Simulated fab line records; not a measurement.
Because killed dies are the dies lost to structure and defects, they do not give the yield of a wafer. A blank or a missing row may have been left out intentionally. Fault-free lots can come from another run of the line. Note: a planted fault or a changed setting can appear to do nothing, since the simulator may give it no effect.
fab line records :: flow sky130 :: part 2 of 2: steps 33 to 42 of 42
[record]
  lots = 5
  wafers = 15
  lastDay = 50
route steps=708 shown RES_XHIGH@339 SD_N@342 SD_P@359 SALICIDE@361 LI_CONTACT@362
lots that met no fault: from a run of the same line without faults
startH: start of the lot's first displayed wafer, in hours after the record's first day :: waitH: hours since the lot's step before :: " the same as in the row above :: L1.1+2: one row covering several wafers at once :: - value missing, or start not given :: * or withheld: withheld :: < > ~ a bound
route shown NAME@n: a module of which the file shows steps, and the number in the route of the first :: usual: average and standard deviation across the fault-free wafers :: same: alike in all rows :: chamber/n: place in a boat :: sites: per-site readings :: _std_site: their standard deviation :: _edge_site: inner sites' mean taken away from outer sites' mean :: radiusMm: for every site, how far away it sits from the centre of the wafer :: mask NAME#n: copy n :: behind: the tool/chamber that last shaped the wafer :: hold: why the lot was held/for how many hours/how that ended :: device: whichever transistor did not switch (one of n, p or np) :: end of line: tests of these same wafers at the route's end :: where a step has no rows: the recipe by itself :: killed: not the wafer's yield, but the dies lost to structure and defects at the first sort :: map: shows each die of a wafer: x if killed, . if not, _ if none is there
set.NAME: the run value of the setting; set.NAME@STEP: its run value at that earlier step :: model.NAME: the simulator's own value behind a step, which no gauge read
lots seen at some steps along the route; tables by step, rows by wafer
services: when a tool's chamber went out of use (startH, in hours from the record's first day, below 0 if earlier), for how many hours, and the reason
[[steps]]
[step SKY_LI_CONTACT_PEB_10]
[recipe]
  pebTempC = withheld
  pebTimeS = withheld
  resist = KrF-thick
lot.wafer: L075.1+5+6
tool: lithoTrack-01
chamber: 0
startH: -
waitH: -

lot.wafer: L081.2+3+5
tool: lithoTrack-03
chamber: 0
startH: -
waitH: -

lot.wafer: L083.1+3+6
tool: lithoTrack-02
chamber: 0
startH: -
waitH: -

lot.wafer: L089.3+5+6
tool: lithoTrack-03
chamber: 0
startH: -
waitH: -

lot.wafer: L095.2+3+4
tool: lithoTrack-03
chamber: 0
startH: -
waitH: -
[step SKY_LI_CONTACT_DEVELOP_11]
[recipe]
  developTimeS = 60
  resist = KrF-thick
  devTempC = 21
lot.wafer: L075.1+5+6
tool: lithoTrack-01
chamber: 0
startH: -
waitH: -

lot.wafer: L081.2+3+5
tool: lithoTrack-03
chamber: 0
startH: -
waitH: -

lot.wafer: L083.1+3+6
tool: lithoTrack-02
chamber: 0
startH: -
waitH: -

lot.wafer: L089.3+5+6
tool: lithoTrack-03
chamber: 0
startH: -
waitH: -

lot.wafer: L095.2+3+4
tool: lithoTrack-03
chamber: 0
startH: -
waitH: -
[step SKY_LI_CONTACT_CD_MEAS_12]
[recipe]
  targetCdNm = 170
[usual]
  cdNm = 170.0/1.4
lot.wafer: L075.1
tool: cdSem-02
chamber: -
startH: 715.67
waitH: -
cdNm: 168.5

lot.wafer: L075.5
tool: cdSem-02
chamber: -
startH: 715.67
waitH: -
cdNm: 168.6

lot.wafer: L075.6
tool: cdSem-02
chamber: -
startH: 715.67
waitH: -
cdNm: 168.9

lot.wafer: L081.2
tool: cdSem-02
chamber: -
startH: 743.91
waitH: -
cdNm: 170.5

lot.wafer: L081.3
tool: cdSem-02
chamber: -
startH: 743.91
waitH: -
cdNm: 169.9

lot.wafer: L081.5
tool: cdSem-02
chamber: -
startH: 743.91
waitH: -
cdNm: 169.9

lot.wafer: L083.1
tool: cdSem-02
chamber: -
startH: 766.46
waitH: -
cdNm: 168.3

lot.wafer: L083.3
tool: cdSem-02
chamber: -
startH: 766.46
waitH: -
cdNm: 169.3

lot.wafer: L083.6
tool: cdSem-02
chamber: -
startH: 766.46
waitH: -
cdNm: 168.9

lot.wafer: L089.3
tool: cdSem-01
chamber: -
startH: 809.68
waitH: -
cdNm: 169.4

lot.wafer: L089.5
tool: cdSem-01
chamber: -
startH: 809.68
waitH: -
cdNm: 169.2

lot.wafer: L089.6
tool: cdSem-01
chamber: -
startH: 809.68
waitH: -
cdNm: 169.7

lot.wafer: L095.2
tool: cdSem-02
chamber: -
startH: 843.51
waitH: -
cdNm: 169.2

lot.wafer: L095.3
tool: cdSem-02
chamber: -
startH: 843.51
waitH: -
cdNm: 168.4

lot.wafer: L095.4
tool: cdSem-02
chamber: -
startH: 843.51
waitH: -
cdNm: 168.0
[step SKY_LI_CONTACT_OVL_MEAS_13]
[usual]
  LI_CONTACT_OVL = 2/4.8
lot.wafer: L075.1
tool: overlay-01
chamber: -
startH: 715.79
waitH: 0.1
LI_CONTACT_OVL[nm]: 1

lot.wafer: L075.5
tool: overlay-01
chamber: -
startH: 715.79
waitH: 0.1
LI_CONTACT_OVL[nm]: 0

lot.wafer: L075.6
tool: overlay-01
chamber: -
startH: 715.79
waitH: 0.1
LI_CONTACT_OVL[nm]: 0

lot.wafer: L081.2
tool: overlay-01
chamber: -
startH: 744.02
waitH: 0.1
LI_CONTACT_OVL[nm]: -1

lot.wafer: L081.3
tool: overlay-01
chamber: -
startH: 744.02
waitH: 0.1
LI_CONTACT_OVL[nm]: -2

lot.wafer: L081.5
tool: overlay-01
chamber: -
startH: 744.02
waitH: 0.1
LI_CONTACT_OVL[nm]: 1

lot.wafer: L083.1
tool: overlay-01
chamber: -
startH: 766.58
waitH: 0.1
LI_CONTACT_OVL[nm]: 2

lot.wafer: L083.3
tool: overlay-01
chamber: -
startH: 766.58
waitH: 0.1
LI_CONTACT_OVL[nm]: 3

lot.wafer: L083.6
tool: overlay-01
chamber: -
startH: 766.58
waitH: 0.1
LI_CONTACT_OVL[nm]: 0

lot.wafer: L089.3
tool: overlay-01
chamber: -
startH: 809.77
waitH: 0.1
LI_CONTACT_OVL[nm]: 5

lot.wafer: L089.5
tool: overlay-01
chamber: -
startH: 809.77
waitH: 0.1
LI_CONTACT_OVL[nm]: 13

lot.wafer: L089.6
tool: overlay-01
chamber: -
startH: 809.77
waitH: 0.1
LI_CONTACT_OVL[nm]: 11

lot.wafer: L095.2
tool: overlay-01
chamber: -
startH: 843.62
waitH: 0.1
LI_CONTACT_OVL[nm]: 2

lot.wafer: L095.3
tool: overlay-01
chamber: -
startH: 843.62
waitH: 0.1
LI_CONTACT_OVL[nm]: 0

lot.wafer: L095.4
tool: overlay-01
chamber: -
startH: 843.62
waitH: 0.1
LI_CONTACT_OVL[nm]: 4
[step SKY_LI_CONTACT_ETCH_14]
[recipe]
  chemistry = N2/H2
  target = BARC
  ionEnergyEv = 200
  sourceW = 500
  biasW = 100
  pressureMtorr = 30
  n2FlowSccm = 100
  h2FlowSccm = 200
  stopOn = SiO2
  timeS = 45.9
  targetDepthA = 600
[usual]
  drypumpMotorCurrentA = 5.7/0.42
  oesProductAu = 0.855/0.005
  throttleValvePct = 13.225/0.0089
lot.wafer: L075.1
tool: rieDiel-01
chamber: 1
startH: 715.82
waitH: 0.0
drypumpMotorCurrentA: 6.2
oesProductAu: 0.854
rfHoursCounterH: 20
throttleValvePct: 13.228

lot.wafer: L075.5
tool: rieDiel-01
chamber: 1
startH: 715.82
waitH: 0.0
drypumpMotorCurrentA: 6.2
oesProductAu: 0.852
rfHoursCounterH: -
throttleValvePct: 13.224

lot.wafer: L075.6
tool: rieDiel-01
chamber: 2
startH: 715.82
waitH: 0.0
drypumpMotorCurrentA: 6.0
oesProductAu: 0.851
rfHoursCounterH: -
throttleValvePct: 13.225

lot.wafer: L081.2
tool: rieDiel-02
chamber: 2
startH: 744.05
waitH: 0.0
drypumpMotorCurrentA: 5.1
oesProductAu: 0.848
rfHoursCounterH: 13
throttleValvePct: 13.213

lot.wafer: L081.3
tool: rieDiel-02
chamber: 1
startH: 744.05
waitH: 0.0
drypumpMotorCurrentA: 6.5
oesProductAu: 0.864
rfHoursCounterH: 9
throttleValvePct: 13.228

lot.wafer: L081.5
tool: rieDiel-02
chamber: 2
startH: 744.05
waitH: 0.0
drypumpMotorCurrentA: 5.2
oesProductAu: 0.860
rfHoursCounterH: -
throttleValvePct: 13.240

lot.wafer: L083.1
tool: rieDiel-02
chamber: 3
startH: 766.61
waitH: 0.0
drypumpMotorCurrentA: 5.3
oesProductAu: 0.854
rfHoursCounterH: 5
throttleValvePct: 13.243

lot.wafer: L083.3
tool: rieDiel-02
chamber: 0
startH: 766.61
waitH: 0.0
drypumpMotorCurrentA: 5.4
oesProductAu: 0.861
rfHoursCounterH: 1
throttleValvePct: 13.236

lot.wafer: L083.6
tool: rieDiel-02
chamber: 2
startH: 766.61
waitH: 0.0
drypumpMotorCurrentA: 5.2
oesProductAu: 0.852
rfHoursCounterH: -
throttleValvePct: 13.227

lot.wafer: L089.3
tool: rieDiel-04
chamber: 0
startH: 809.82
waitH: 0.0
drypumpMotorCurrentA: 5.8
oesProductAu: 0.864
rfHoursCounterH: -
throttleValvePct: 13.217

lot.wafer: L089.5
tool: rieDiel-04
chamber: 0
startH: 809.82
waitH: 0.0
drypumpMotorCurrentA: 5.8
oesProductAu: 0.856
rfHoursCounterH: -
throttleValvePct: 13.213

lot.wafer: L089.6
tool: rieDiel-04
chamber: 2
startH: 809.82
waitH: 0.0
drypumpMotorCurrentA: 5.7
oesProductAu: 0.848
rfHoursCounterH: -
throttleValvePct: 13.225

lot.wafer: L095.2
tool: rieDiel-02
chamber: 1
startH: 843.65
waitH: 0.0
drypumpMotorCurrentA: 6.5
oesProductAu: 0.856
rfHoursCounterH: 12
throttleValvePct: 13.239

lot.wafer: L095.3
tool: rieDiel-02
chamber: 3
startH: 843.65
waitH: 0.0
drypumpMotorCurrentA: 5.2
oesProductAu: 0.860
rfHoursCounterH: 7
throttleValvePct: 13.223

lot.wafer: L095.4
tool: rieDiel-02
chamber: 0
startH: 843.65
waitH: 0.0
drypumpMotorCurrentA: 5.4
oesProductAu: 0.861
rfHoursCounterH: 3
throttleValvePct: 13.221
[step SKY_LI_CONTACT_ETCH_15]
[recipe]
  target = PSG
  chemistry = C4F8/O2/Ar
  stopOn = Si
  taperDeg = 4.15
  maskMaterial = KrF-thick
  sourceW = 1500
  biasW = 1200
  pressureMtorr = 40
  c4f8FlowSccm = withheld
  O2_flow_sccm = 6
  Ar_flow_sccm = 300
  timeS = withheld
  targetDepthA = 6000
[usual]
  oesProductAu = 0.836/0.0046
lot.wafer: L075.1
tool: rieDiel-01
chamber: 1
startH: 715.87
waitH: 0.0
oesProductAu: 0.837

lot.wafer: L075.5
tool: rieDiel-01
chamber: 1
startH: 715.87
waitH: 0.0
oesProductAu: 0.836

lot.wafer: L075.6
tool: rieDiel-01
chamber: 2
startH: 715.87
waitH: 0.0
oesProductAu: 0.835

lot.wafer: L081.2
tool: rieDiel-02
chamber: 2
startH: 744.09
waitH: 0.0
oesProductAu: 0.841

lot.wafer: L081.3
tool: rieDiel-02
chamber: 1
startH: 744.09
waitH: 0.0
oesProductAu: 0.837

lot.wafer: L081.5
tool: rieDiel-02
chamber: 2
startH: 744.09
waitH: 0.0
oesProductAu: 0.837

lot.wafer: L083.1
tool: rieDiel-02
chamber: 3
startH: 766.65
waitH: 0.0
oesProductAu: 0.834

lot.wafer: L083.3
tool: rieDiel-02
chamber: 0
startH: 766.65
waitH: 0.0
oesProductAu: 0.834

lot.wafer: L083.6
tool: rieDiel-02
chamber: 2
startH: 766.65
waitH: 0.0
oesProductAu: 0.841

lot.wafer: L089.3
tool: rieDiel-04
chamber: 0
startH: 809.90
waitH: 0.1
oesProductAu: 0.837

lot.wafer: L089.5
tool: rieDiel-04
chamber: 0
startH: 809.90
waitH: 0.1
oesProductAu: 0.840

lot.wafer: L089.6
tool: rieDiel-04
chamber: 2
startH: 809.90
waitH: 0.1
oesProductAu: 0.834

lot.wafer: L095.2
tool: rieDiel-02
chamber: 1
startH: 843.69
waitH: 0.0
oesProductAu: 0.833

lot.wafer: L095.3
tool: rieDiel-02
chamber: 3
startH: 843.69
waitH: 0.0
oesProductAu: 0.830

lot.wafer: L095.4
tool: rieDiel-02
chamber: 0
startH: 843.69
waitH: 0.0
oesProductAu: 0.837
[step SKY_LI_CONTACT_STRIP_16]
[recipe]
  chemistry = O2/N2
  powerW = 1400
  pressureMtorr = 1500
  platenTempC = withheld
  o2FlowSccm = 3000
  n2FlowSccm = 300
  overashFraction = 0.5
[usual]
  drypumpMotorCurrentA = 5.8/0.54
  oesProductAu = 0.375/0.0046
  stripTimeToEndpointS = 3.50/0.032
lot.wafer: L075.1
tool: plasmaAsher-03
chamber: 1
startH: 715.95
waitH: -
drypumpMotorCurrentA: 5.6
oesProductAu: 0.377
rfHoursCounterH: 98
stripTimeToEndpointS: 3.51

lot.wafer: L075.5
tool: plasmaAsher-03
chamber: 0
startH: 715.95
waitH: -
drypumpMotorCurrentA: 6.2
oesProductAu: 0.372
rfHoursCounterH: -
stripTimeToEndpointS: 3.50

lot.wafer: L075.6
tool: plasmaAsher-03
chamber: 1
startH: 715.95
waitH: -
drypumpMotorCurrentA: 5.6
oesProductAu: 0.380
rfHoursCounterH: -
stripTimeToEndpointS: 3.45

lot.wafer: L081.2
tool: plasmaAsher-02
chamber: 0
startH: 744.18
waitH: -
drypumpMotorCurrentA: 6.7
oesProductAu: 0.376
rfHoursCounterH: 62
stripTimeToEndpointS: 3.50

lot.wafer: L081.3
tool: plasmaAsher-02
chamber: 0
startH: 744.18
waitH: -
drypumpMotorCurrentA: 6.6
oesProductAu: 0.368
rfHoursCounterH: -
stripTimeToEndpointS: 3.53

lot.wafer: L081.5
tool: plasmaAsher-02
chamber: 1
startH: 744.18
waitH: -
drypumpMotorCurrentA: 5.7
oesProductAu: 0.374
rfHoursCounterH: -
stripTimeToEndpointS: 3.50

lot.wafer: L083.1
tool: plasmaAsher-03
chamber: 1
startH: 766.74
waitH: -
drypumpMotorCurrentA: 5.6
oesProductAu: 0.371
rfHoursCounterH: 2
stripTimeToEndpointS: 3.50

lot.wafer: L083.3
tool: plasmaAsher-03
chamber: 0
startH: 766.74
waitH: -
drypumpMotorCurrentA: 6.2
oesProductAu: 0.366
rfHoursCounterH: -
stripTimeToEndpointS: 3.45

lot.wafer: L083.6
tool: plasmaAsher-03
chamber: 1
startH: 766.74
waitH: -
drypumpMotorCurrentA: 5.6
oesProductAu: 0.373
rfHoursCounterH: -
stripTimeToEndpointS: 3.51

lot.wafer: L089.3
tool: plasmaAsher-02
chamber: 0
startH: 810.02
waitH: -
drypumpMotorCurrentA: 6.6
oesProductAu: 0.376
rfHoursCounterH: -
stripTimeToEndpointS: 3.50

lot.wafer: L089.5
tool: plasmaAsher-02
chamber: 0
startH: 810.02
waitH: -
drypumpMotorCurrentA: 6.6
oesProductAu: 0.373
rfHoursCounterH: -
stripTimeToEndpointS: 3.50

lot.wafer: L089.6
tool: plasmaAsher-02
chamber: 1
startH: 810.02
waitH: -
drypumpMotorCurrentA: 5.7
oesProductAu: 0.379
rfHoursCounterH: -
stripTimeToEndpointS: 3.56

lot.wafer: L095.2
tool: plasmaAsher-02
chamber: 0
startH: 843.78
waitH: -
drypumpMotorCurrentA: 6.7
oesProductAu: 0.380
rfHoursCounterH: 71
stripTimeToEndpointS: 3.53

lot.wafer: L095.3
tool: plasmaAsher-02
chamber: 1
startH: 843.78
waitH: -
drypumpMotorCurrentA: 5.7
oesProductAu: 0.376
rfHoursCounterH: -
stripTimeToEndpointS: 3.48

lot.wafer: L095.4
tool: plasmaAsher-02
chamber: 0
startH: 843.78
waitH: -
drypumpMotorCurrentA: 6.6
oesProductAu: 0.373
rfHoursCounterH: -
stripTimeToEndpointS: 3.43
[step SKY_LI_CONTACT_CLEAN_17]
[recipe]
  chemistry = NMP
  timeS = 600
  tempC = 60
  dry = n2Spin
[usual]
  bathGuardTempC = 60.1/0.52
lot.wafer: L075.1
tool: wetBench-03
chamber: 0
startH: 716.05
waitH: 0.1
bathGuardTempC: 60.2

lot.wafer: L075.5
tool: wetBench-03
chamber: 0
startH: 716.05
waitH: 0.1
bathGuardTempC: 60.0

lot.wafer: L075.6
tool: wetBench-03
chamber: 0
startH: 716.05
waitH: 0.1
bathGuardTempC: 60.6

lot.wafer: L081.2
tool: wetBench-04
chamber: 1
startH: 744.28
waitH: 0.1
bathGuardTempC: 61.3

lot.wafer: L081.3
tool: wetBench-04
chamber: 1
startH: 744.28
waitH: 0.1
bathGuardTempC: 61.2

lot.wafer: L081.5
tool: wetBench-04
chamber: 1
startH: 744.28
waitH: 0.1
bathGuardTempC: 60.9

lot.wafer: L083.1
tool: wetBench-04
chamber: 1
startH: 766.84
waitH: 0.1
bathGuardTempC: 61.4

lot.wafer: L083.3
tool: wetBench-04
chamber: 1
startH: 766.84
waitH: 0.1
bathGuardTempC: 60.8

lot.wafer: L083.6
tool: wetBench-04
chamber: 1
startH: 766.84
waitH: 0.1
bathGuardTempC: 61.0

lot.wafer: L089.3
tool: wetBench-03
chamber: 2
startH: 810.09
waitH: 0.0
bathGuardTempC: 59.1

lot.wafer: L089.5
tool: wetBench-03
chamber: 2
startH: 810.09
waitH: 0.0
bathGuardTempC: 59.5

lot.wafer: L089.6
tool: wetBench-03
chamber: 2
startH: 810.09
waitH: 0.0
bathGuardTempC: 59.3

lot.wafer: L095.2
tool: wetBench-04
chamber: 2
startH: 843.88
waitH: 0.1
bathGuardTempC: 59.9

lot.wafer: L095.3
tool: wetBench-04
chamber: 2
startH: 843.88
waitH: 0.1
bathGuardTempC: 60.1

lot.wafer: L095.4
tool: wetBench-04
chamber: 2
startH: 843.88
waitH: 0.1
bathGuardTempC: 59.7
[step SKY_LI_CONTACT_PRE_CLEAN_18]
[recipe]
  gas = Ar
  timeS = 5.6
  biasV = 358
lot.wafer: L075.1+5+6
tool: pvdSputter-04
chamber: -
startH: 716.23
waitH: 0.0

lot.wafer: L081.2+3+5
tool: pvdSputter-02
chamber: -
startH: 744.45
waitH: 0.0

lot.wafer: L083.1+3+6
tool: pvdSputter-01
chamber: -
startH: 767.05
waitH: 0.0

lot.wafer: L089.3+5+6
tool: pvdSputter-04
chamber: -
startH: 810.28
waitH: 0.0

lot.wafer: L095.2+3+4
tool: pvdSputter-02
chamber: -
startH: 844.05
waitH: 0.0
[step SKY_LI_CONTACT_SPUTTER_19]
[recipe]
  material = Ti
  targetThkNm = 20
  chamberPressurePa = 5
  powerW = 2500
  substrateTempC = 200
  timeS = 106.37
[usual]
  throttleValvePct = 29.7/1.2
lot.wafer: L075.1
tool: pvdSputter-04
chamber: -
startH: 716.25
waitH: 0.0
throttleValvePct: 30.6

lot.wafer: L075.5
tool: pvdSputter-04
chamber: -
startH: 716.25
waitH: 0.0
throttleValvePct: 28.8

lot.wafer: L075.6
tool: pvdSputter-04
chamber: -
startH: 716.25
waitH: 0.0
throttleValvePct: 27.5

lot.wafer: L081.2
tool: pvdSputter-02
chamber: -
startH: 744.47
waitH: 0.0
throttleValvePct: 29.4

lot.wafer: L081.3
tool: pvdSputter-02
chamber: -
startH: 744.47
waitH: 0.0
throttleValvePct: 27.4

lot.wafer: L081.5
tool: pvdSputter-02
chamber: -
startH: 744.47
waitH: 0.0
throttleValvePct: 29.4

lot.wafer: L083.1
tool: pvdSputter-01
chamber: -
startH: 767.07
waitH: 0.0
throttleValvePct: 30.2

lot.wafer: L083.3
tool: pvdSputter-01
chamber: -
startH: 767.07
waitH: 0.0
throttleValvePct: 29.5

lot.wafer: L083.6
tool: pvdSputter-01
chamber: -
startH: 767.07
waitH: 0.0
throttleValvePct: 30.1

lot.wafer: L089.3
tool: pvdSputter-04
chamber: -
startH: 810.30
waitH: 0.0
throttleValvePct: 29.1

lot.wafer: L089.5
tool: pvdSputter-04
chamber: -
startH: 810.30
waitH: 0.0
throttleValvePct: 29.1

lot.wafer: L089.6
tool: pvdSputter-04
chamber: -
startH: 810.30
waitH: 0.0
throttleValvePct: 27.3

lot.wafer: L095.2
tool: pvdSputter-02
chamber: -
startH: 844.07
waitH: 0.0
throttleValvePct: 29.8

lot.wafer: L095.3
tool: pvdSputter-02
chamber: -
startH: 844.07
waitH: 0.0
throttleValvePct: 29.2

lot.wafer: L095.4
tool: pvdSputter-02
chamber: -
startH: 844.07
waitH: 0.0
throttleValvePct: 29.5
[[services]]
tool: implanter-04
chamber: -
startH: 635.49
hours: 20.1
kind: pm

tool: krfScanner-02
chamber: -
startH: 655.52
hours: 4.4
kind: pm

tool: cmp-01
chamber: -
startH: 658.99
hours: 3.9
kind: pm

tool: rieDiel-02
chamber: 0
startH: 670.39
hours: 4.3
kind: repair

tool: krfScanner-02
chamber: -
startH: 678.86
hours: 1.0
kind: pm

tool: plasmaAsher-02
chamber: -
startH: 692.86
hours: 2.8
kind: pm

tool: implanter-02
chamber: -
startH: 712.88
hours: 4.8
kind: pm

tool: krfScanner-02
chamber: -
startH: 721.56
hours: 0.8
kind: pm

tool: krfScanner-02
chamber: -
startH: 727.92
hours: 1.3
kind: pm

tool: wetBench-03
chamber: -
startH: 729.69
hours: 18.8
kind: repair

tool: implanter-02
chamber: -
startH: 730.41
hours: 2.0
kind: repair

tool: cmp-01
chamber: -
startH: 744.48
hours: 4.0
kind: pm

tool: implanter-02
chamber: -
startH: 745.40
hours: 1.1
kind: repair

tool: implanter-04
chamber: -
startH: 752.69
hours: 1.7
kind: repair

tool: wetBench-03
chamber: -
startH: 758.96
hours: 2.8
kind: repair

tool: implanter-04
chamber: -
startH: 782.20
hours: 3.7
kind: repair

tool: cmp-01
chamber: -
startH: 785.61
hours: 3.7
kind: pm

tool: plasmaAsher-01
chamber: -
startH: 787.57
hours: 2.8
kind: pm

tool: rieDiel-02
chamber: 3
startH: 792.01
hours: 9.5
kind: repair

tool: rieDiel-02
chamber: 0
startH: 794.33
hours: 16.4
kind: repair

tool: krfScanner-02
chamber: -
startH: 796.57
hours: 7.2
kind: pm

tool: pvdSputter-04
chamber: -
startH: 796.82
hours: 4.7
kind: repair

tool: wetBench-04
chamber: -
startH: 811.67
hours: 2.7
kind: repair

tool: plasmaAsher-02
chamber: -
startH: 826.96
hours: 14.6
kind: pm
